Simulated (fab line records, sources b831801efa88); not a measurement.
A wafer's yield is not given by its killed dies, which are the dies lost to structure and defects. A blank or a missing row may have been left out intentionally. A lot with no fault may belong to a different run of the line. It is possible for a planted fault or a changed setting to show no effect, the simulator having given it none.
Matching of chambers :: flow gf180mcu :: GF_V2_ETCH_16 on rie diel-01: 4 sister chambers
The step etches BARC in N2/H2. 8 wafers are shown with their chamber, then 7 later ones without.

## EACH WAFER AND ITS CHAMBER
wafer: L333.5
chamber: 3
drypump motor current A (A): 6.2
oes product au (a.u.): 0.848

wafer: L336.2
chamber: 3
drypump motor current A (A): 6.2
oes product au (a.u.): 0.854

wafer: L336.4
chamber: 2
drypump motor current A (A): 6.3
oes product au (a.u.): 0.860

wafer: L337.1
chamber: 2
drypump motor current A (A): 6.2
oes product au (a.u.): 0.849

wafer: L337.2
chamber: 0
drypump motor current A (A): 5.5
oes product au (a.u.): 0.857

wafer: L337.4
chamber: 1
drypump motor current A (A): 6.4
oes product au (a.u.): 0.857

wafer: L343.1
chamber: 1
drypump motor current A (A): 6.4
oes product au (a.u.): 0.850

wafer: L343.3
chamber: 0
drypump motor current A (A): 5.4
oes product au (a.u.): 0.857

## WAFERS MISSING THEIR CHAMBER
wafer: L343.5
drypump motor current A (A): 6.2
oes product au (a.u.): 0.865

wafer: L344.2
drypump motor current A (A): 6.4
oes product au (a.u.): 0.848

wafer: L344.3
drypump motor current A (A): 5.5
oes product au (a.u.): 0.851

wafer: L344.6
drypump motor current A (A): 6.2
oes product au (a.u.): 0.852

wafer: L353.3
drypump motor current A (A): 6.3
oes product au (a.u.): 0.853

wafer: L353.4
drypump motor current A (A): 6.2
oes product au (a.u.): 0.858

wafer: L353.6
drypump motor current A (A): 6.4
oes product au (a.u.): 0.857

## THE CHAMBER EACH PASSED THROUGH
wafer: L343.5
from the rows above: can't be placed: 2 or 3
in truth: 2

wafer: L344.2
from the rows above: 1
in truth: 1

wafer: L344.3
from the rows above: 0
in truth: 0

wafer: L344.6
from the rows above: can't be placed: 3 or 2
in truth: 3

wafer: L353.3
from the rows above: can't be placed: 2 or 1 or 3
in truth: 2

wafer: L353.4
from the rows above: can't be placed: 2 or 3
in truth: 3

wafer: L353.6
from the rows above: 1
in truth: 1
Placed correctly: 3 of 7. These rows do not allow placing 4 (true chamber among the candidates in 4). 0 placed wrongly.
How it was worked out, from the rows above alone: a wafer's distance from a chamber is the root of the sum, over the readings, of the square of ((its reading less the chamber's mean) divided by the reading's scatter). If the next closest chamber is less than 2 further off than the closest, the wafer can't be placed; otherwise it belongs to the closest. For every chamber, the mean is computed from those of its wafers that are shown. The scatter: take each reading less its chamber's mean, square it, sum over the shown wafers, divide by the number of wafers less the number of chambers, and take the root.
